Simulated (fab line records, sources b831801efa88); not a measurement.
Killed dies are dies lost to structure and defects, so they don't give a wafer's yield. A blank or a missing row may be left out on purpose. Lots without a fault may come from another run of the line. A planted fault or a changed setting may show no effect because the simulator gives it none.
Which tool did it? | flow gf180mcu | 24 lots, 72 wafers sampled, at 5 steps of a route of 602

WHAT THE GAUGES READ, wafer by wafer
GF_STI_THK_MEAS_02.
lot  | measured    | on            | STI_OXIDATION_THK (nm)
L074 | day 1 14:02 | film_metro-03 | 10.12 10.23 10.25
L075 | day 1 17:38 | film_metro-02 | 10.19 10.07 10.10
L076 | day 1 21:50 | film_metro-03 | 10.06 9.87 9.69
L077 | day 2 02:57 | film_metro-02 | 10.15 10.00 10.23
L078 | day 2 07:35 | film_metro-02 | 9.94 10.16 10.02
L079 | day 2 12:38 | film_metro-03 | 9.94 9.76 9.75
L080 | day 2 17:32 | film_metro-03 | 10.11 10.08 9.87
L081 | day 2 22:40 | film_metro-02 | 9.98 10.05 9.85
L082 | day 3 04:24 | film_metro-02 | 10.55 10.45 10.39
L083 | day 3 09:59 | film_metro-03 | 10.32 10.06 10.23
L084 | day 3 13:31 | film_metro-02 | 10.01 9.98 9.93
L085 | day 3 18:31 | film_metro-04 | 9.90 10.09 9.89
L086 | day 4 00:31 | film_metro-04 | 10.25 10.19 10.37
L087 | day 4 06:49 | film_metro-04 | 9.79 9.57 9.74
L088 | day 4 12:43 | film_metro-04 | 9.97 10.13 10.27
L089 | day 4 17:31 | film_metro-03 | 10.08 10.07 10.31
L090 | day 4 21:28 | film_metro-02 | 9.91 9.73 9.83
L091 | day 5 00:56 | film_metro-02 | 9.98 9.96 9.89
L092 | day 5 05:31 | film_metro-03 | 10.14 10.08 9.86
L093 | day 5 10:31 | film_metro-03 | 10.02 9.98 10.03
L094 | day 5 15:31 | film_metro-02 | 9.83 9.84 9.82
L095 | day 5 21:25 | film_metro-02 | 9.78 9.69 9.71
L096 | day 6 01:54 | film_metro-04 | 10.20 10.02 10.13
L097 | day 6 08:34 | film_metro-03 | 9.55 9.57 9.93

GF_NWELL_TW_MEAS_11.
lot  | measured    | on            | NWELL_TW
L074 | day 3 10:11 | film_metro-01 | 1566 1575 1574
L075 | day 3 13:32 | film_metro-01 | 1567 1574 1569
L076 | day 3 19:14 | film_metro-04 | 1550 1545 1545
L077 | day 3 22:56 | film_metro-04 | 1546 1554 1545
L078 | day 4 04:02 | film_metro-01 | 1586 1575 1582
L079 | day 4 11:31 | film_metro-04 | 1545 1543 1551
L080 | day 4 15:43 | film_metro-04 | 1542 1540 1547
L081 | day 4 20:11 | film_metro-04 | 1548 1551 1559
L082 | day 5 04:17 | film_metro-04 | 1545 1555 1558
L083 | day 5 13:49 | film_metro-04 | 1553 1545 1544
L084 | day 5 22:31 | film_metro-01 | 1576 1581 1584
L085 | day 5 23:34 | film_metro-03 | 1569 1565 1569
L086 | day 6 01:51 | film_metro-03 | 1577 1570 1572
L087 | day 6 07:55 | film_metro-04 | 1557 1553 1559
L088 | day 6 14:17 | film_metro-01 | 1585 1584 1576
L089 | day 6 19:36 | film_metro-04 | 1569 1549 1567
L090 | day 7 06:16 | film_metro-03 | 1567 1564 1561
L091 | day 7 05:12 | film_metro-01 | 1577 1577 1576
L092 | day 7 09:35 | film_metro-03 | 1580 1576 1574
L093 | day 7 14:47 | film_metro-01 | 1582 1577 1569
L094 | day 7 21:38 | film_metro-03 | 1572 1576 1569
L095 | day 8 04:23 | film_metro-01 | 1575 1580 1580
L096 | day 8 08:48 | film_metro-01 | 1575 1574 1577
L097 | day 8 16:23 | film_metro-04 | 1549 1552 1557

GF_HV_LDD_THK_MEAS_57.
lot  | measured     | on            | HV_LDD_CVD_56_THK (nm)
L074 | day 12 13:52 | film_metro-04 | 90.1 90.0 90.1
L075 | day 12 21:37 | film_metro-04 | 91.2 90.2 90.9
L076 | day 13 03:23 | film_metro-04 | 88.8 89.4 89.1
L077 | day 13 08:04 | film_metro-01 | 91.5 90.7 91.2
L078 | day 13 19:25 | film_metro-03 | 89.7 89.7 90.2
L079 | day 14 04:14 | film_metro-04 | 88.1 89.3 88.7
L080 | day 14 11:41 | film_metro-01 | 88.8 90.1 90.1
L081 | day 14 15:37 | film_metro-01 | 89.7 90.2 90.0
L082 | day 15 03:34 | film_metro-01 | 90.2 90.7 90.5
L083 | day 15 18:41 | film_metro-01 | 91.1 89.7 90.7
L084 | day 16 05:22 | film_metro-01 | 90.2 89.9 90.9
L085 | day 16 08:24 | film_metro-01 | 90.0 90.0 89.7
L086 | day 16 09:14 | film_metro-01 | 89.3 89.8 90.4
L087 | day 16 21:25 | film_metro-03 | 89.8 89.4 90.1
L088 | day 17 08:31 | film_metro-01 | 90.6 90.2 90.8
L089 | day 17 17:16 | film_metro-01 | 88.2 89.5 89.4
L090 | day 18 07:32 | film_metro-03 | 89.8 89.5 89.7
L091 | day 18 04:32 | film_metro-03 | 90.7 90.4 89.6
L092 | day 18 13:50 | film_metro-04 | 89.8 89.4 89.9
L093 | day 18 23:39 | film_metro-01 | 89.8 89.2 89.1
L094 | day 19 11:37 | film_metro-01 | 90.4 88.9 91.2
L095 | day 19 21:16 | film_metro-01 | 90.8 89.9 90.1
L096 | day 20 07:22 | film_metro-03 | 90.9 90.8 90.1
L097 | day 20 16:57 | film_metro-04 | 90.1 90.0 89.8

GF_NSD_OVL_MEAS_08.
lot  | measured     | on         | NSD_OVL (nm)
L074 | day 13 10:23 | overlay-01 | -1.6 0.5 0.3
L075 | day 13 17:47 | overlay-02 | -1.3 -1.1 -0.3
L076 | day 13 23:50 | overlay-01 | 1.4 1.6 -0.2
L077 | day 14 04:40 | overlay-01 | -0.3 -1.3 0.4
L078 | day 14 16:11 | overlay-01 | 0.2 -0.7 -1.4
L079 | day 15 00:50 | overlay-02 | 0.4 -0.8 -1.9
L080 | day 15 08:29 | overlay-02 | 0.8 -0.3 1.1
L081 | day 15 11:53 | overlay-02 | -1.2 -2.8 -3.3
L082 | day 16 00:37 | overlay-02 | -2.1 -1.8 -3.1
L083 | day 16 15:53 | overlay-01 | -0.2 -0.5 1.0
L084 | day 17 03:25 | overlay-02 | -2.2 -2.0 -1.4
L085 | day 17 06:13 | overlay-02 | -1.9 0.0 -1.3
L086 | day 17 07:10 | overlay-02 | -0.3 -1.7 -0.3
L087 | day 17 20:27 | overlay-01 | -2.0 -2.1 -0.9
L088 | day 18 07:22 | overlay-02 | -1.0 -2.5 -1.0
L089 | day 18 16:16 | overlay-01 | -0.5 -2.6 -0.3
L090 | day 19 07:02 | overlay-01 | -0.9 -0.7 -1.3
L091 | day 19 03:55 | overlay-02 | -1.1 -2.3 -2.8
L092 | day 19 14:29 | overlay-01 | -0.3 -2.5 1.7
L093 | day 20 00:26 | overlay-02 | -2.5 -2.4 -2.4
L094 | day 20 11:52 | overlay-02 | 1.7 1.0 0.9
L095 | day 20 20:58 | overlay-02 | -1.1 -0.9 -3.0
L096 | day 21 06:44 | overlay-02 | -1.7 -1.8 -0.1
L097 | day 21 16:08 | overlay-01 | -1.5 -0.5 -0.2

GF_V1_OVL_MEAS_15.
lot  | measured     | on         | V1_OVL (nm)
L074 | day 18 03:41 | overlay-01 | 4 10 16
L075 | day 18 12:25 | overlay-01 | 1 4 9
L076 | day 18 17:26 | overlay-01 | -3 0 2
L077 | day 18 23:22 | overlay-01 | 15 9 14
L078 | day 19 14:47 | overlay-01 | 6 12 0
L079 | day 19 23:11 | overlay-02 | 14 4 6
L080 | day 20 07:43 | overlay-02 | 2 2 2
L081 | day 20 12:11 | overlay-01 | -6 3 0
L082 | day 21 03:22 | overlay-01 | 6 1 4
L083 | day 21 20:38 | overlay-01 | 1 9 3
L084 | day 22 07:28 | overlay-02 | 9 9 5
L085 | day 22 09:44 | overlay-01 | 11 10 16
L086 | day 22 14:28 | overlay-01 | 3 4 0
L087 | day 23 01:56 | overlay-02 | 1 10 4
L088 | day 23 11:49 | overlay-01 | 9 7 4
L089 | day 23 20:58 | overlay-01 | 8 16 5
L090 | day 24 09:15 | overlay-01 | 16 8 16
L091 | day 24 07:05 | overlay-02 | 3 -2 -3
L092 | day 24 16:07 | overlay-01 | 10 8 14
L093 | day 25 01:16 | overlay-02 | 1 2 1
L094 | day 25 10:38 | overlay-02 | 3 4 -1
L095 | day 25 18:29 | overlay-01 | -3 6 8
L096 | day 26 02:14 | overlay-01 | 7 12 10
L097 | day 26 09:58 | overlay-02 | 15 13 4

WHICH TOOL RAN EACH LOT (tool, then ch and the chambers of the sampled wafers, then the start)
The record holds no process step before these readings.

WHAT THE TOOLS THEMSELVES READ (means of the sampled wafers that have a number; where no wafer has one, the mark that the record gives instead)
The record holds no such reading with a usual standard deviation.

THE ANSWER, worked out from the rows above alone
Rule: what is usual is taken from the lots themselves. Put in order of their means at a reading, lots are off if they are a third of the lots or fewer, leave a main group of 4 or more, and stand apart from it by a gap of 3 or more times the standard deviation of the main group's means; of several such gaps the widest counts. A main group whose means are all the same, to the digits that the tables above print for the reading, isn't used. A lot without any number at a reading at which 4 lots or more have one is off too. The other lots that the step has rows for count as sound. The gauges are gone through in route order, then the tools' own readings, and for those a lot's mean is taken as printed above. The first step at which some lot is off is used, and at that step the reading that is off furthest; a lot without a number counts as furthest.
No lot is off at any reading shown: from this, nothing can be told.

WHAT THE SIMULATOR HAD PUT IN
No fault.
